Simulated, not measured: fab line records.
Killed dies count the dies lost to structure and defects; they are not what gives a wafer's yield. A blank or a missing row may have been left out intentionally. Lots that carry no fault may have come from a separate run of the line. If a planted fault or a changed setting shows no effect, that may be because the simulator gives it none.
fab line records	flow sfq-line
[record] lots = 13	wafers = 39	last-day = 75
route steps=325 shown I5@228 C5@247 I6@269
lots with no fault: from the same line, run without faults
start-h: start of the lot's first displayed wafer, in hours after the record's first day	wait-h: time in hours since the lot's previous step	" the same as in the row above	L1.1+2: one row covering several wafers at once	- either no value or no given start	* or withheld: withheld	< > ~ a bound
route shown NAME@n: NAME is a module with steps in the file, n the number in the route of the first one	usual: average and standard deviation across the fault-free wafers	same: alike in all rows	chamber/n: place in a boat	sites: each site's reading	_std_site: how widely they spread, as a standard deviation	_edge_site: the outer-site mean with the inner-site mean subtracted	radius-mm: for every site, how far away it sits from the centre of the wafer	mask NAME#n: copy n	behind: tool/chamber where the wafer was last shaped	hold: why the lot was held/for how many hours/how that ended	device: the transistor (n, p or np) that didn't switch	end of line: at the end of the route, the tests of the same wafers	for a step that has no rows: nothing shown but its recipe	killed: dies that structure and defects cost at the first sort, which is not the same as the wafer's yield	map: dies across one wafer; x = killed, . = not, _ = none there
set.NAME: setting as actually run; set.NAME@STEP: the setting as run at that earlier step	model.NAME: the simulator's own value behind a step, which no gauge read
the route's steps for a sample of lots (tables are steps, rows are wafers)
services: from which hour (start-h, from the record's first day; less than 0 if before it) a tool's chamber was out of use, for how many hours, and why
[[steps]]
[step SFQ_TRILAYER_A5C_DEP_PECVD_142]
[recipe] material = SiO2	temp-c = 150	time-s = 15.556	pressure-torr = 2.4	rf-w = 183.3	precursor = SiH4/N2O	target-thk-nm = 70
[usual] chamber-pressure-Torr = 2.400/0.0047	heater-power-w = 89/17	throttle-valve-pct = 25.1/1.2
lot.wafer	tool	chamber	start-h	wait-h	chamber-pressure-Torr	heater-power-w	since-wet-clean-h	throttle-valve-pct
L779.3	pecvd-01	0	1094.10	0.0	2.399	67	147	23.8
L779.4	"	2	"	"	2.396	70	-	24.3
L779.5	"	0	"	"	2.399	69	-	23.9
L780.4	pecvd-01	0	1102.68	0.0	2.403	83	-	23.9
L780.5	"	1	"	"	2.401	71	-	23.6
L780.6	"	2	"	"	2.402	69	-	24.3
L782.1	pecvd-03	2	1145.18	0.0	2.399	95	937	24.6
L782.3	"	0	"	"	2.399	90	937	23.2
L782.6	"	0	"	"	2.391	93	-	23.6
L783.1	pecvd-03	0	1155.01	0.0	2.395	84	947	23.9
L783.2	"	2	"	"	2.409	100	947	25.0
L783.5	"	1	"	"	2.399	76	-	26.5
L784.2	pecvd-03	0	1158.61	0.0	2.403	91	950	23.7
L784.4	"	0	"	"	2.399	92	-	23.6
L784.5	"	1	"	"	2.395	73	-	26.5
L786.3	pecvd-01	1	1186.21	0.0	2.398	77	239	23.6
L786.4	"	1	"	"	2.393	78	-	23.6
L786.5	"	0	"	"	2.399	74	-	24.4
L787.1	pecvd-02	0	1195.61	0.0	2.400	100	618	25.4
L787.2	"	2	"	"	2.393	121	618	24.8
L787.3	"	1	"	"	2.397	73	618	25.0
L791.1	pecvd-02	0	1341.91	0.0	2.403	96	764	26.5
L791.2	"	2	"	"	2.403	124	764	24.9
L791.3	"	1	"	"	2.407	78	764	25.3
L795.2	pecvd-02	0	1388.88	0.0	2.404	93	811	26.9
L795.5	"	0	"	"	2.399	92	-	26.8
L795.6	"	2	"	"	2.404	128	-	24.8
L798.2	pecvd-03	0	1463.56	0.0	2.396	92	1255	23.7
L798.3	"	0	"	"	2.406	95	-	23.7
L798.4	"	1	"	"	2.401	67	-	26.8
L799.1	pecvd-01	2	1473.88	0.0	2.398	69	527	25.2
L799.3	"	0	"	"	2.409	80	527	25.8
L799.6	"	1	"	"	2.401	73	-	24.3
L800.1	pecvd-02	1	1494.55	0.0	2.393	76	917	25.9
L800.3	"	2	"	"	2.410	127	917	25.1
L800.6	"	0	"	"	2.399	100	-	27.9
L802.1	pecvd-03	1	1534.87	0.0	2.398	81	1327	26.9
L802.2	"	0	"	"	2.408	97	1327	23.8
L802.3	"	2	"	"	2.403	96	1327	25.0
[step SFQ_TRILAYER_I5_STRIP_STRIP_148]
[recipe] gas = O2	power-w = 200	platen-temp-c = 40	overash-fraction = 0.65	chemistry = O2	pressure-mtorr = 50
[usual] drypump-motor-current-A = 5.9/0.34	oes-product-au = 0.997/0.0085	platen-temp-c = 40.01/0.11
lot.wafer	tool	chamber	start-h	wait-h	drypump-motor-current-A	oes-product-au	platen-temp-c	rf-hours-counter-h
L779.3	rie-metal-01	1	1153.48	-	5.8	0.994	40.01	-
L779.4	"	0	"	"	5.8	0.988	39.98	-
L779.5	"	0	"	"	5.8	0.982	40.21	-
L780.4	rie-metal-01	0	1155.88	-	5.7	0.990	39.91	-
L780.5	"	1	"	"	5.9	1.003	40.14	-
L780.6	"	0	"	"	5.8	1.001	39.84	-
L782.1	rie-metal-01	0	1179.68	-	5.8	0.985	40.02	57
L782.3	"	0	"	"	5.8	0.992	39.83	-
L782.6	"	0	"	"	5.8	0.994	40.10	-
L783.1	rie-metal-02	0	1183.28	-	5.6	0.999	40.20	9
L783.2	"	1	"	"	6.3	1.005	40.02	153
L783.5	"	0	"	"	5.6	0.998	40.02	-
L784.2	rie-metal-04	1	1185.68	-	5.5	0.999	40.14	108
L784.4	"	0	"	"	6.4	1.005	40.05	-
L784.5	"	1	"	"	5.4	0.998	40.02	-
L786.3	rie-metal-04	0	1199.66	-	6.4	1.003	40.20	-
L786.4	"	1	"	"	5.5	1.009	40.00	-
L786.5	"	0	"	"	6.4	1.002	39.92	-
L787.1	rie-metal-02	1	1201.86	-	6.2	1.008	39.95	156
L787.2	"	0	"	"	5.6	0.988	39.82	12
L787.3	"	0	"	"	5.6	0.989	39.82	-
L791.1	rie-metal-02	0	1414.96	-	5.6	0.985	40.07	38
L791.2	"	1	"	"	6.2	0.986	39.89	13
L791.3	"	0	"	"	5.6	0.988	39.95	-
L795.2	rie-metal-04	1	1419.76	-	5.4	0.987	40.05	133
L795.5	"	1	"	"	5.5	1.000	40.09	-
L795.6	"	0	"	"	6.4	1.001	40.18	-
L798.2	rie-metal-01	1	1466.07	-	5.8	0.996	40.04	48
L798.3	"	0	"	"	5.8	1.000	40.07	-
L798.4	"	1	"	"	5.9	1.000	40.01	-
L799.1	rie-metal-02	0	1479.27	-	5.6	0.989	40.01	49
L799.3	"	1	"	"	6.2	0.992	40.00	-
L799.6	"	1	"	"	6.2	0.988	39.96	-
L800.1	rie-metal-02	0	1497.18	-	5.6	0.999	39.96	51
L800.3	"	1	"	"	6.2	1.003	40.16	-
L800.6	"	0	"	"	5.6	1.004	40.01	-
L802.1	rie-metal-04	0	1537.37	-	6.4	1.003	40.08	36
L802.2	"	0	"	"	6.4	0.999	40.21	-
L802.3	"	0	"	"	6.4	0.986	40.20	-
[step SFQ_TRILAYER_C5_BARC_OPEN_VIA_ETCH_210]
[recipe] mask-material = PR	chemistry = O2	target-depth-nm = 125	target = BARC	source-w = 500	bias-w = 80	pressure-mtorr = 30	time-s = 41.7
[usual] bias-w = 80.06/0.24	drypump-motor-current-A = 5.6/0.41	oes-product-au = 0.685/0.0043
lot.wafer	tool	chamber	start-h	wait-h	bias-w	drypump-motor-current-A	oes-product-au	rf-hours-counter-h
L779.3	rie-diel-02	0	1250.05	0.0	79.95	5.7	0.692	10
L779.4	"	2	"	"	80.07	6.0	0.682	15
L779.5	"	1	"	"	80.18	5.2	0.693	-
L780.4	rie-diel-02	3	1266.85	0.0	79.46	6.0	0.682	19
L780.5	"	0	"	"	79.89	5.7	0.692	-
L780.6	"	3	"	"	79.69	6.0	0.680	-
L782.1	rie-diel-02	3	1301.85	0.0	79.98	6.0	0.685	20
L782.3	"	1	"	"	79.74	5.1	0.685	22
L782.6	"	1	"	"	79.98	5.2	0.691	-
L783.1	rie-diel-03	2	1306.65	0.0	79.91	5.5	0.687	18
L783.2	"	3	"	"	80.22	6.2	0.691	11
L783.5	"	3	"	"	80.38	6.2	0.681	-
L784.2	rie-diel-03	0	1309.05	0.0	80.22	6.0	0.686	12
L784.4	"	1	"	"	80.06	5.4	0.685	5
L784.5	"	2	"	"	80.05	5.5	0.684	-
L786.3	rie-diel-04	1	1324.97	0.0	79.74	5.8	0.687	14
L786.4	"	1	"	"	79.80	5.8	0.684	-
L786.5	"	3	"	"	79.93	4.9	0.687	-
L787.1	rie-diel-03	2	1327.37	0.0	80.28	5.5	0.684	18
L787.2	"	1	"	"	80.07	5.4	0.685	5
L787.3	"	0	"	"	80.17	6.0	0.688	13
L791.1	rie-diel-03	0	1420.77	0.0	80.34	6.0	0.686	14
L791.2	"	1	"	"	80.25	5.4	0.685	6
L791.3	"	3	"	"	79.91	6.2	0.682	12
L795.2	rie-diel-04	1	1426.32	0.0	80.22	5.8	0.688	15
L795.5	"	0	"	"	80.15	5.0	0.679	-
L795.6	"	3	"	"	80.19	4.9	0.684	-
L798.2	rie-diel-02	1	1477.88	0.0	80.26	5.1	0.690	0
L798.3	"	2	"	"	79.84	6.0	0.686	19
L798.4	"	0	"	"	80.02	5.7	0.689	-
L799.1	rie-diel-03	3	1482.33	0.0	79.67	6.2	0.683	13
L799.3	"	2	"	"	80.38	5.5	0.688	20
L799.6	"	2	"	"	80.24	5.5	0.679	-
L800.1	rie-diel-03	1	1500.57	0.0	79.77	5.4	0.684	8
L800.3	"	3	"	"	80.09	6.2	0.682	13
L800.6	"	1	"	"	79.75	5.4	0.680	-
L802.1	rie-diel-02	1	1541.03	0.0	80.02	5.2	0.684	1
L802.2	"	2	"	"	80.43	6.0	0.686	20
L802.3	"	3	"	"	79.83	6.0	0.682	0
[step SFQ_TRILAYER_C5_ETCH_VIA_ETCH_154]
[recipe] target = SiO2	mask-material = PR	chemistry = CHF3	target-depth-nm = 84	source-w = 500	bias-w = 80	pressure-mtorr = 30	time-s = withheld	stop-on = Nb
[usual] bias-w = 80.01/0.24	drypump-motor-current-A = 5.6/0.41	oes-product-au = 0.896/0.0082
lot.wafer	tool	chamber	start-h	wait-h	bias-w	drypump-motor-current-A	oes-product-au
L779.3	rie-diel-02	0	1250.09	0.0	79.64	5.7	0.896
L779.4	"	2	"	"	80.05	6.0	0.902
L779.5	"	1	"	"	79.85	5.2	0.892
L780.4	rie-diel-02	3	1266.89	0.0	80.12	6.0	0.893
L780.5	"	0	"	"	80.26	5.7	0.905
L780.6	"	3	"	"	79.86	6.0	0.905
L782.1	rie-diel-02	3	1301.89	0.0	80.43	6.0	0.883
L782.3	"	1	"	"	80.02	5.2	0.896
L782.6	"	1	"	"	79.94	5.2	0.904
L783.1	rie-diel-03	2	1306.69	0.0	79.92	5.5	0.897
L783.2	"	3	"	"	79.90	6.2	0.891
L783.5	"	3	"	"	80.24	6.1	0.892
L784.2	rie-diel-03	0	1309.09	0.0	80.12	6.0	0.896
L784.4	"	1	"	"	79.79	5.4	0.894
L784.5	"	2	"	"	80.09	5.5	0.900
L786.3	rie-diel-04	1	1325.01	0.0	79.35	5.8	0.902
L786.4	"	1	"	"	79.77	5.8	0.898
L786.5	"	3	"	"	79.92	4.9	0.892
L787.1	rie-diel-03	2	1327.41	0.0	80.43	5.5	0.892
L787.2	"	1	"	"	80.04	5.4	0.899
L787.3	"	0	"	"	79.84	6.0	0.889
L791.1	rie-diel-03	0	1420.81	0.0	80.00	6.0	0.896
L791.2	"	1	"	"	79.74	5.4	0.891
L791.3	"	3	"	"	80.13	6.2	0.900
L795.2	rie-diel-04	1	1426.36	0.0	80.13	5.8	0.897
L795.5	"	0	"	"	79.62	5.0	0.910
L795.6	"	3	"	"	80.06	4.9	0.752
L798.2	rie-diel-02	1	1477.92	0.0	79.67	5.2	0.891
L798.3	"	2	"	"	80.36	6.0	0.901
L798.4	"	0	"	"	80.70	5.7	0.892
L799.1	rie-diel-03	3	1482.37	0.0	79.92	6.2	0.894
L799.3	"	2	"	"	80.05	5.5	0.891
L799.6	"	2	"	"	80.07	5.5	0.896
L800.1	rie-diel-03	1	1500.61	0.0	80.25	5.4	0.889
L800.3	"	3	"	"	79.85	6.2	0.871
L800.6	"	1	"	"	80.23	5.4	0.887
L802.1	rie-diel-02	1	1541.07	0.0	79.30	5.2	0.879
L802.2	"	2	"	"	80.29	6.0	0.902
L802.3	"	3	"	"	79.75	6.0	0.887
[step SFQ_TRILAYER_I6_METRO_MEASURE_167]
[usual] thk-nm = 200.7/1.1
lot.wafer	tool	chamber	start-h	wait-h	thk-nm
L779.3	film-metro-04	-	1261.04	0.5	201.4
L779.4	"	-	"	"	203.1
L779.5	"	-	"	"	202.1
L780.4	film-metro-04	-	1275.84	0.6	202.7
L780.5	"	-	"	"	201.7
L780.6	"	-	"	"	202.0
L782.1	film-metro-02	-	1309.81	0.1	202.3
L782.3	"	-	"	"	201.1
L782.6	"	-	"	"	201.6
L783.1	film-metro-01	-	1315.17	0.1	202.0
L783.2	"	-	"	"	201.1
L783.5	"	-	"	"	202.4
L784.2	film-metro-04	-	1318.37	0.3	200.6
L784.4	"	-	"	"	199.5
L784.5	"	-	"	"	199.2
L786.3	film-metro-02	-	1335.65	0.5	199.6
L786.4	"	-	"	"	201.3
L786.5	"	-	"	"	202.1
L787.1	film-metro-02	-	1337.65	0.1	203.1
L787.2	"	-	"	"	201.5
L787.3	"	-	"	"	201.3
L791.1	film-metro-04	-	1438.80	0.1	198.7
L791.2	"	-	"	"	198.7
L791.3	"	-	"	"	198.7
L795.2	film-metro-04	-	1448.00	0.3	199.5
L795.5	"	-	"	"	199.1
L795.6	"	-	"	"	199.5
L798.2	film-metro-01	-	1487.89	0.3	201.9
L798.3	"	-	"	"	200.9
L798.4	"	-	"	"	200.6
L799.1	film-metro-04	-	1495.02	0.1	201.1
L799.3	"	-	"	"	200.1
L799.6	"	-	"	"	199.1
L800.1	film-metro-04	-	1510.43	0.1	200.7
L800.3	"	-	"	"	199.8
L800.6	"	-	"	"	199.7
L802.1	film-metro-02	-	1550.02	0.1	201.2
L802.2	"	-	"	"	201.4
L802.3	"	-	"	"	201.4
[[services]]
tool	chamber	start-h	hours	kind
pecvd-03	1	1071.85	21.3	repair
rie-diel-02	2	1089.35	4.7	repair
film-metro-04	-	1125.93	1.2	pm
rie-diel-03	0	1127.52	13.7	repair
rie-diel-03	-	1157.81	0.5	repair
film-metro-04	-	1175.57	2.3	pm
rie-metal-02	-	1210.28	2.8	pm
pecvd-03	1	1227.49	11.2	repair
rie-diel-03	2	1236.31	25.4	repair
film-metro-04	-	1241.81	0.4	pm
rie-diel-03	0	1244.10	8.5	repair
pecvd-03	-	1258.73	2.8	pm
film-metro-04	-	1289.78	1.0	pm
rie-diel-03	-	1311.69	2.8	pm
rie-diel-02	1	1350.35	6.1	repair
pecvd-03	0	1379.49	16.8	repair
rie-diel-02	3	1383.89	3.8	repair
film-metro-04	-	1420.57	0.7	pm
film-metro-04	-	1444.14	2.2	pm
rie-diel-02	0	1446.53	5.5	repair
film-metro-04	-	1486.81	0.4	pm
rie-diel-03	2	1496.35	11.9	repair
rie-diel-02	-	1502.73	2.8	pm
film-metro-04	-	1535.80	0.5	pm
[[key]]
[first-sign] step = SFQ_TRILAYER_C5_ETCH_VIA_ETCH_154	reading = oes-product-au	direction = down	sigmas = 18	usual = 0.896	struck = 0.752
effect none on later readings
met-at SFQ_TRILAYER_A5C_DEP_PECVD_142
struck-lots L795
struck-wafers L795.6
not-acting-at SFQ_TRILAYER_I5_STRIP_STRIP_148,SFQ_TRILAYER_C5_BARC_OPEN_VIA_ETCH_210,SFQ_TRILAYER_I6_METRO_MEASURE_167
onset-between 1341.91 1388.88
[fault] kind = process-parameter-drift	tool = pecvd-02	chamber = 2	onset-h = 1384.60	steps = SFQ_TRILAYER_A5C_DEP_PECVD_142	channel = time-s	offset = *	shape = step	end-h = 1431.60	acts-in = *	stated = *
